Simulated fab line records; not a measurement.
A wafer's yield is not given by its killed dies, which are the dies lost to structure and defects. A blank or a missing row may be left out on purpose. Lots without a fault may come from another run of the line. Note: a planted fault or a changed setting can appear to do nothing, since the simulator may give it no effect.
2 desks, one fault :: flow gf180mcu :: numbers are kept per desk, each desk with only its own; the story behind them comes last

FOR THE TOOL OWNER'S DESK: implanter-02
The tool's own readings at GF_MVSD_IMPLANT_08: means of the sampled wafers that have a number, for each lot that ran on this tool. The brackets show how far a lot's mean lies from the usual mean; more than 4 standard deviations puts the lot out of limits, marked OUT.
Columns: A = beam_energy_keV at GF_MVSD_IMPLANT_08, usual 400.00
lot: L160
first seen here: day 4 15:40
A: 400.06

lot: L162
first seen here: day 5 07:54
A: 399.85

lot: L163
first seen here: day 5 17:46
A: 346.30 (-99 or more) OUT

lot: L165
first seen here: day 5 21:10
A: 346.18 (-99 or more) OUT

lot: L176
first seen here: day 8 13:01
A: 400.07

lot: L179
first seen here: day 9 07:38
A: 399.99

lot: L182
first seen here: day 10 04:18
A: 400.08
This desk's verdict: out of limits on L163, L165, starting with L163 at day 5 17:46 (beam_energy_keV at GF_MVSD_IMPLANT_08). Within limits: L160, L162, L176, L179, L182.

AT THE METROLOGY DESK
What the gauges read, lot by lot, whatever tool the lot ran on: means of the sampled wafers that have a number. The brackets show how far a lot's mean lies from the usual mean; more than 4 standard deviations puts the lot out of limits, marked OUT.
Columns: A = LVPWELL_TW at GF_LVPWELL_TW_MEAS_11, usual 566; B = MVSD_TW at GF_MVSD_TW_MEAS_11, usual 1596; C = MVPSD_OVL at GF_MVPSD_OVL_MEAS_07, usual 0.9 nm; D = MVSD_RS at GF_VT_IMPLANT_RS_MEAS_46, usual 456.4 ohm/sq
lot: L159
first seen here: day 3 19:24
A: 564
B: 1607
C: 0.6
D: 456.2

lot: L160
first seen here: day 4 01:34
A: 568
B: 1609
C: 1.1
D: 455.9

lot: L161
first seen here: day 4 08:17
A: 564
B: 1599
C: 0.3
D: 456.8

lot: L162
first seen here: day 4 18:12
A: 567
B: 1588
C: 0.7
D: 456.2

lot: L163
first seen here: day 5 02:56
A: 565
B: 1582
C: 1.3
D: 469.9 (+12) OUT

lot: L165
first seen here: day 5 07:11
A: 564
B: 1568
C: 0.2
D: 469.9 (+12) OUT

lot: L166
first seen here: day 5 16:12
A: 569
B: 1594
C: 1.6
D: 456.1

lot: L172
first seen here: day 6 22:28
A: 566
B: 1602
C: 0.6
D: 457.0

lot: L176
first seen here: day 7 20:38
A: 563
B: 1602
C: 1.4
D: 458.1

lot: L179
first seen here: day 8 15:01
A: 568
B: 1597
C: 2.8
D: 457.2

lot: L180
first seen here: day 8 20:31
A: 569
B: 1598
C: 1.3
D: 454.8

lot: L182
first seen here: day 9 10:39
A: 557
B: 1603
C: 1.3
D: 455.0
This desk finds L163, L165 out of limits, with the earliest case on L163 at day 9 00:35 (MVSD_RS at GF_VT_IMPLANT_RS_MEAS_46). Within limits: L159, L160, L161, L162, L166, L172, L176, L179, L180, L182.

TAKEN TOGETHER
The tool owner's desk could have raised an alarm at day 5 17:46, on L163, L165.
L163, L165 would have let the metrology desk raise an alarm at day 9 00:35.
Of the lots named, all ran GF_MVSD_IMPLANT_08 on implanter-02.

WHAT THE SIMULATOR HAD PUT IN
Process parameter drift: implanter-02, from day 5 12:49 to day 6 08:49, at GF_MVSD_IMPLANT_08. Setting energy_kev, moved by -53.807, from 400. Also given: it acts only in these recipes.
Shown lots that were struck: L163, L165.
Fault start to first reading out of limits, in hours, per desk: tool owner, 5; metrology, 84.
